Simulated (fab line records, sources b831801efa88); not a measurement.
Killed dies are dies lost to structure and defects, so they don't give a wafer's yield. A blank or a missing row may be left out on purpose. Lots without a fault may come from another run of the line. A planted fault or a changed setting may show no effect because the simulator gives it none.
fab line records | flow sky130 | part 2 of 2: steps 23 to 32 of 32
record lots=5 wafers=15 last_day=50
route steps=708 shown POLY_CUT@308 SD_P@320 RES_XHIGH@332
lots that met no fault: from a run of the same line without faults
start_h: hours from the record's first day to the start of the lot's first wafer shown | wait_h: hours since the lot's step before | " the same as in the row above | L1.1+2: a row that stands for several wafers | - no value, or no start given | * or withheld: withheld | < > ~ a bound
route shown NAME@n: a module of which the file shows steps, and the number in the route of the first | usual: mean/standard deviation of fault-free wafers | same: alike in all rows | chamber/n: place in a boat | sites: the reading at each site | _std_site: their standard deviation | _edge_site: outer sites' mean less inner sites' | radius_mm: how far each site lies from the wafer's centre | mask NAME#n: copy n | behind: the tool/chamber that last shaped the wafer | hold: why the lot was held/for how many hours/how that ended | device: the transistor (n, p or np) that didn't switch | end of line: the same wafers' tests at the end of the route | a step without rows: its recipe alone | killed: dies lost to structure and defects at the first sort, not the wafer's yield | map: a wafer's dies, x killed, . not, _ none there
set.NAME: the setting as run; set.NAME@STEP: as run at that earlier step | model.NAME: the simulator's own value behind a step, which no gauge read
lots at some steps of the route; a table a step, a row a wafer
services: from which hour (start_h, from the record's first day; less than 0 if before it) a tool's chamber was out of use, for how many hours, and why
## steps
# step SKY_SD_P_STRIP_10
# recipe chemistry=O2/N2 power_w=1400 pressure_mtorr=1500 platen_temp_c=withheld o2_flow_sccm=3000 n2_flow_sccm=300 overash_fraction=0.5
# usual drypump_motor_current_A=5.58/0.26 o2_flow_sccm=2999/10 oes_product_au=0.617/0.0044 strip_time_to_endpoint_s=17.49/0.04
# columns lot.wafer tool chamber start_h wait_h drypump_motor_current_A o2_flow_sccm oes_product_au rf_hours_counter_h strip_time_to_endpoint_s
L078.1 plasma_asher-01 1 634.29 0.1 6.17 2993 0.617 20 17.45
L078.2 " 0 " " 5.50 2994 0.626 20 17.43
L078.3 " 0 " " 5.49 2998 0.622 - 17.40
L081.1 plasma_asher-04 0 656.09 0.1 5.62 2986 0.625 92 17.48
L081.4 " 1 " " 5.34 3013 0.620 - 17.48
L081.6 " 1 " " 5.32 3011 0.619 - 17.46
L090.3 plasma_asher-04 1 730.54 0.1 5.34 3004 0.618 - 17.51
L090.4 " 0 " " 5.68 2993 0.628 - 17.56
L090.5 " 1 " " 5.36 2997 0.614 - 17.49
L095.3 plasma_asher-04 1 771.76 0.1 5.33 2977 0.608 - 17.48
L095.4 " 0 " " 5.59 2993 0.617 - 17.47
L095.6 " 1 " " 5.33 2995 0.623 - 17.48
L094.2 plasma_asher-03 0 776.63 0.1 5.49 3021 0.619 99 17.53
L094.5 " 1 " " 5.98 2990 0.620 - 17.53
L094.6 " 0 " " 5.46 3009 0.606 - 17.46
# step SKY_SD_P_TW_MEAS_11
# usual SD_P_TW=2843/18
# columns lot.wafer tool chamber start_h wait_h SD_P_TW
L078.1 film_metro-02 - 634.39 0.1 2849
L078.2 " - " " 2839
L078.3 " - " " 2848
L081.1 film_metro-02 - 656.19 0.1 2844
L081.4 " - " " 2844
L081.6 " - " " 2848
L090.3 film_metro-03 - 730.63 0.1 2891
L090.4 " - " " 2874
L090.5 " - " " 2863
L095.3 film_metro-03 - 771.85 0.1 2855
L095.4 " - " " 2863
L095.6 " - " " 2867
L094.2 film_metro-01 - 776.74 0.1 2830
L094.5 " - " " 2819
L094.6 " - " " 2807
# step SKY_RES_XHIGH_DEHYDRATE_00
# recipe temp_c=200 time_s=60
# usual chill_plate_temp_C=22.99/0.11
# columns lot.wafer tool chamber start_h wait_h chill_plate_temp_C
L078.1 litho_track-01 0 648.31 13.9 22.94
L078.2 " 0 " " 23.06
L078.3 " 0 " " 22.88
L081.1 litho_track-02 0 670.58 14.4 22.97
L081.4 " 0 " " 23.03
L081.6 " 0 " " 23.04
L090.3 litho_track-01 0 743.56 12.9 23.11
L090.4 " 0 " " 22.94
L090.5 " 0 " " 23.01
L095.3 litho_track-03 0 784.97 13.1 22.92
L095.4 " 0 " " 23.00
L095.6 " 0 " " 22.90
L094.2 litho_track-03 0 789.74 13.0 23.17
L094.5 " 0 " " 22.99
L094.6 " 0 " " 23.24
# step SKY_RES_XHIGH_HMDS_01
# recipe prime_time_s=60 prime_temp_c=120
# usual chill_plate_temp_C=22.99/0.1
# columns lot.wafer tool chamber start_h wait_h chill_plate_temp_C
L078.1 litho_track-01 0 648.46 0.1 22.97
L078.2 " 0 " " 23.05
L078.3 " 0 " " 22.95
L081.1 litho_track-02 0 670.73 0.1 23.03
L081.4 " 0 " " 23.02
L081.6 " 0 " " 23.06
L090.3 litho_track-01 0 743.71 0.1 23.16
L090.4 " 0 " " 23.00
L090.5 " 0 " " 23.02
L095.3 litho_track-03 0 785.12 0.1 23.12
L095.4 " 0 " " 23.13
L095.6 " 0 " " 23.01
L094.2 litho_track-03 0 789.89 0.1 22.88
L094.5 " 0 " " 23.02
L094.6 " 0 " " 22.89
# step SKY_RES_XHIGH_COAT_02
# recipe resist=NOVOLAK spin_rpm=3000 resist_thk_nm=1140
# usual chill_plate_temp_C=23.03/0.11
# columns lot.wafer tool chamber start_h wait_h chill_plate_temp_C
L078.1 litho_track-01 0 648.61 0.1 23.11
L078.2 " 0 " " 23.17
L078.3 " 0 " " 23.11
L081.1 litho_track-02 0 670.88 0.1 22.94
L081.4 " 0 " " 22.95
L081.6 " 0 " " 23.12
L090.3 litho_track-01 0 743.86 0.1 23.03
L090.4 " 0 " " 23.06
L090.5 " 0 " " 23.21
L095.3 litho_track-03 0 785.27 0.1 23.12
L095.4 " 0 " " 23.19
L095.6 " 0 " " 22.97
L094.2 litho_track-03 0 790.04 0.1 23.06
L094.5 " 0 " " 23.05
L094.6 " 0 " " 23.02
# step SKY_RES_XHIGH_SOFTBAKE_03
# recipe temp_c=90 time_s=60 resist=NOVOLAK
# usual chill_plate_temp_C=23.01/0.11
# columns lot.wafer tool chamber start_h wait_h chill_plate_temp_C
L078.1 litho_track-01 0 648.76 0.1 22.92
L078.2 " 0 " " 22.91
L078.3 " 0 " " 22.93
L081.1 litho_track-02 0 671.03 0.1 23.14
L081.4 " 0 " " 22.88
L081.6 " 0 " " 22.89
L090.3 litho_track-01 0 744.01 0.1 22.94
L090.4 " 0 " " 22.99
L090.5 " 0 " " 22.94
L095.3 litho_track-03 0 785.42 0.1 22.96
L095.4 " 0 " " 23.00
L095.6 " 0 " " 22.95
L094.2 litho_track-03 0 790.19 0.1 23.02
L094.5 " 0 " " 22.85
L094.6 " 0 " " 22.89
# step SKY_RES_XHIGH_EXPOSE_04
# recipe mask_id=URPM na=0.6 source_shape=conventional sigma_outer=0.6 polarization=unpolarized target_cd_nm=1270 dose_mj=140
# usual stage_vel_mm_s=499.97/0.22
# columns lot.wafer tool chamber start_h wait_h mask stage_vel_mm_s
L078.1 iline_stepper-02 0 - - URPM#0 500.23
L078.2 " 0 " " URPM#0 500.04
L078.3 " 0 " " URPM#0 499.81
L081.1 iline_stepper-01 0 - - URPM#0 499.92
L081.4 " 0 " " URPM#0 500.20
L081.6 " 0 " " URPM#0 500.14
L090.3 iline_stepper-01 0 - - URPM#0 500.21
L090.4 " 0 " " URPM#0 500.08
L090.5 " 0 " " URPM#0 499.62
L095.3 iline_stepper-01 0 - - URPM#0 500.12
L095.4 " 0 " " URPM#0 500.18
L095.6 " 0 " " URPM#0 499.77
L094.2 iline_stepper-01 0 - - URPM#0 499.83
L094.5 " 0 " " URPM#0 500.03
L094.6 " 0 " " URPM#0 500.44
# step SKY_RES_XHIGH_PEB_05
# recipe temp_c=withheld time_s=* resist=NOVOLAK
# usual chill_plate_temp_C=*
# columns lot.wafer tool chamber start_h wait_h chill_plate_temp_C
L078.1 litho_track-01 0 - - *
L078.2 " 0 " " *
L078.3 " 0 " " *
L081.1 litho_track-01 0 - - *
L081.4 " 0 " " *
L081.6 " 0 " " *
L090.3 litho_track-02 0 - - *
L090.4 " 0 " " *
L090.5 " 0 " " *
L095.3 litho_track-01 0 - - *
L095.4 " 0 " " *
L095.6 " 0 " " *
L094.2 litho_track-03 0 - - *
L094.5 " 0 " " *
L094.6 " 0 " " *
# step SKY_RES_XHIGH_DEVELOP_06
# recipe resist=NOVOLAK developer=TMAH develop_time_s=60 dev_temp_c=23
# usual chill_plate_temp_C=23.01/0.1 developer_temp_C=22.99/0.12
# columns lot.wafer tool chamber start_h wait_h chill_plate_temp_C developer_temp_C
L078.1 litho_track-01 0 662.91 0.1 22.81 23.04
L078.2 " 0 " " 22.98 22.96
L078.3 " 0 " " 22.87 22.95
L081.1 litho_track-01 0 684.66 0.1 23.09 23.11
L081.4 " 0 " " 23.04 23.15
L081.6 " 0 " " 22.95 22.98
L090.3 litho_track-02 0 757.63 0.1 23.01 23.26
L090.4 " 0 " " 22.89 23.07
L090.5 " 0 " " 22.97 23.06
L095.3 litho_track-01 0 799.01 0.1 22.86 23.15
L095.4 " 0 " " 23.03 22.91
L095.6 " 0 " " 22.91 23.07
L094.2 litho_track-03 0 803.54 0.1 23.06 22.97
L094.5 " 0 " " 23.01 23.14
L094.6 " 0 " " 23.16 23.04
# step SKY_RES_XHIGH_IMPLANT_07
# recipe species=BF2 energy_kev=20 dose_cm2=3.6e+14 tilt_deg=0
# usual dose_ions_cm2=3.6e+14/3.8e+11 faraday_current_uA=612/60
# columns lot.wafer tool chamber start_h wait_h dose_ions_cm2 faraday_current_uA
L078.1 implanter-01 0 663.06 0.1 3.604e+14 667
L078.2 " 0 " " 3.603e+14 678
L078.3 " 0 " " 3.611e+14 673
L081.1 implanter-02 0 684.81 0.1 3.605e+14 560
L081.4 " 0 " " 3.595e+14 552
L081.6 " 0 " " 3.599e+14 559
L090.3 implanter-04 0 757.78 0.1 3.6e+14 547
L090.4 " 0 " " 3.606e+14 567
L090.5 " 0 " " 3.606e+14 573
L095.3 implanter-02 0 799.16 0.1 3.603e+14 552
L095.4 " 0 " " 3.6e+14 578
L095.6 " 0 " " 3.6e+14 560
L094.2 implanter-04 0 803.69 0.1 3.598e+14 558
L094.5 " 0 " " 3.6e+14 580
L094.6 " 0 " " 3.596e+14 564
## services
# columns tool chamber start_h hours kind
implanter-04 - 566.10 7.1 pm
krf_scanner-01 - 579.23 1.3 pm
krf_scanner-01 - 580.53 0.8 pm
implanter-04 - 599.20 9.2 pm
implanter-04 - 608.38 1.2 repair
krf_scanner-01 - 618.67 1.0 pm
plasma_asher-02 - 619.89 4.2 repair
krf_scanner-01 - 624.01 4.0 pm
rie_diel-04 0 624.64 5.5 repair
rie_diel-04 3 631.98 5.3 repair
implanter-04 - 638.76 2.2 repair
rie_diel-02 0 639.55 5.8 repair
rie_diel-02 3 695.33 5.2 repair
rie_diel-02 0 730.80 3.7 repair
plasma_asher-04 - 733.75 9.0 pm
krf_scanner-01 - 737.07 0.8 pm
krf_scanner-01 - 743.21 1.3 pm
plasma_asher-04 - 760.60 1.2 repair
krf_scanner-01 - 762.23 0.3 repair
iline_stepper-01 - 776.37 1.7 pm
rie_diel-04 - 783.88 1.3 repair
krf_scanner-01 - 787.46 3.5 repair
krf_scanner-01 - 791.00 1.0 pm
implanter-02 - 803.39 2.2 repair
